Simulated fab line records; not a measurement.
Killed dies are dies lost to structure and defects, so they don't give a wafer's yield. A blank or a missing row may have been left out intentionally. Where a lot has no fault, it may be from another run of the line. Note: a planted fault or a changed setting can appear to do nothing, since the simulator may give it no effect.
Chamber matching -- flow gf180mcu -- cmp-01 running GF_V4_CMP_04: 4 sister chambers
The step polishes SiO2. 20 wafers are shown with their chamber, then 9 later ones without.

## WAFERS, EACH WITH ITS CHAMBER
wafer,chamber,motorCurrentA (A),timeToEndpointS (s)
L299.3,2,12.6,78
L299.4,1,10.9,77
L299.6,3,11.3,75
L300.3,0,12.1,80
L300.4,3,11.7,82
L300.6,2,12.0,94
L301.1,3,11.5,80
L301.5,3,12.2,81
L301.6,2,12.7,87
L302.1,2,12.1,79
L302.3,3,11.7,76
L302.4,0,11.9,76
L303.1,2,12.3,80
L303.5,3,11.4,82
L303.6,2,12.1,90
L304.4,0,11.9,73
L304.6,1,10.7,81
L308.2,3,11.6,75
L308.3,0,11.7,69
L308.6,1,10.9,85

SIGNATURES (averages over the wafers above)
reading,chamber 0,chamber 1,chamber 2,chamber 3,scatter within a chamber
motorCurrentA,11.900,10.833,12.300,11.629,0.255
timeToEndpointS,74.50,81.00,84.67,78.71,4.87
Rule: distance of a wafer from a chamber = root of the sum over the readings of ((wafer's reading minus chamber's mean) / reading's scatter) squared. The wafer belongs to the nearest chamber; if the next one is less than 2 further off, it can't be placed. The scatter: the root of (the sum of the squares of (reading less its chamber's mean) over the shown wafers, divided by (wafers less chambers)).

## WAFERS MISSING THEIR CHAMBER
wafer,motorCurrentA (A),timeToEndpointS (s)
L309.2,11.7,79
L309.4,10.8,87
L309.5,11.8,80
L319.1,11.1,82
L319.2,11.2,68
L319.6,11.4,79
L320.1,11.8,79
L320.2,10.9,79
L320.3,12.7,86

## WHICH CHAMBER EACH WENT THROUGH
wafer,from the rows above,in truth
L309.2,can't be placed: 3 or 0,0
L309.4,1,1
L309.5,can't be placed: 3 or 0 or 2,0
L319.1,can't be placed: 1 or 3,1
L319.2,can't be placed: 3 or 1 or 0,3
L319.6,can't be placed: 3 or 0 or 1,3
L320.1,can't be placed: 3 or 0 or 2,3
L320.2,1,1
L320.3,2,2
Correct placement for 3 of the 9. From these rows, 6 cannot be placed; in 6 the true chamber is one of the candidates. Wrongly placed: 0.
